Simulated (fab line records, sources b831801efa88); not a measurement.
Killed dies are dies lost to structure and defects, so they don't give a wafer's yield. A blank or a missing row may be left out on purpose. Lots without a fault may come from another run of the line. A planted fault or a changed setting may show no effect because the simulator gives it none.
Which tool did it? | flow sky130 | 13 lots, 39 wafers sampled, at 2 steps of a route of 708

WHAT THE GAUGES READ, wafer by wafer
SKY_NWELL_THK_MEAS_02. Usual: NWELL_OXIDATION_THK 10.11 nm, standard deviation 0.15.
lot  | measured    | on            | NWELL_OXIDATION_THK (nm) | flag
L809 | day 2 09:45 | film_metro-04 | 9.99 9.91 9.70           |
L810 | day 2 19:56 | film_metro-02 | 10.27 10.17 10.25        |
L811 | day 3 00:22 | film_metro-02 | 9.81 9.87 9.97           |
L812 | day 3 02:09 | film_metro-04 | 10.07 10.07 10.21        |
L813 | day 3 07:32 | film_metro-04 | 10.19 10.21 10.18        |
L814 | day 3 15:55 | film_metro-04 | 9.92 10.12 9.94          |
L815 | day 3 20:44 | film_metro-03 | 9.88 10.04 10.01         |
L827 | day 6 14:07 | film_metro-04 | 10.01 9.98 10.11         |
L828 | day 6 15:30 | film_metro-03 | 10.15 10.19 10.15        |
L829 | day 6 19:57 | film_metro-03 | 10.22 10.34 10.02        |
L830 | day 7 04:02 | film_metro-03 | 10.08 10.15 10.14        |
L831 | day 7 05:38 | film_metro-04 | 10.09 10.18 10.25        |
L832 | day 7 13:21 | film_metro-04 | 10.26 10.04 10.20        |

SKY_PWDE_OVL_MEAS_07. Usual: PWDE_OVL -2.2 nm, standard deviation 1.4.
lot  | measured    | on         | PWDE_OVL (nm)  | flag
L809 | day 3 17:07 | overlay-01 | -2.5 -2.1 -1.4 |
L810 | day 4 03:55 | overlay-02 | -1.8 -1.2 -2.8 |
L811 | day 4 09:32 | overlay-01 | -4.0 -3.6 -3.1 |
L812 | day 4 11:04 | overlay-01 | -5.2 -3.2 -5.0 |
L813 | day 4 16:29 | overlay-02 | -1.9 -2.7 -0.2 |
L814 | day 5 00:52 | overlay-01 | -2.0 -0.9 -1.3 |
L815 | day 5 06:34 | overlay-01 | -2.2 -3.9 -3.4 |
L827 | day 8 06:17 | overlay-01 | 0.8 0.1 -1.1   |
L828 | day 8 07:56 | overlay-02 | -3.5 -2.5 -3.3 |
L829 | day 8 14:11 | overlay-01 | -2.4 -2.9 -2.3 |
L830 | day 8 20:41 | overlay-02 | 0.1 0.0 -1.4   |
L831 | day 8 23:23 | overlay-02 | 0.5 -2.5 -1.4  |
L832 | day 9 06:46 | overlay-02 | -3.2 -2.1 -2.5 |

WHICH TOOL RAN EACH LOT (tool, then ch and the chambers of the sampled wafers, then the start)
The record holds no process step before these readings.

WHAT THE TOOLS THEMSELVES READ (means of the sampled wafers that have a number; where no wafer has one, the mark that the record gives instead)
The record holds no such reading with a usual standard deviation.

THE ANSWER, worked out from the rows above alone
Rule: a lot is off if the mean of its wafers that have a number lies more than 3 standard deviations from the usual mean. A lot without any number at a reading at which 4 lots or more have one is off too. The other lots that the step has rows for count as sound. The gauges are gone through in route order, then the tools' own readings, and for those a lot's mean is taken as printed above. The first step at which some lot is off is used, and at that step the reading that is off furthest; a lot without a number counts as furthest.
No lot is off at any reading shown: from this, nothing can be told.

WHAT THE SIMULATOR HAD PUT IN
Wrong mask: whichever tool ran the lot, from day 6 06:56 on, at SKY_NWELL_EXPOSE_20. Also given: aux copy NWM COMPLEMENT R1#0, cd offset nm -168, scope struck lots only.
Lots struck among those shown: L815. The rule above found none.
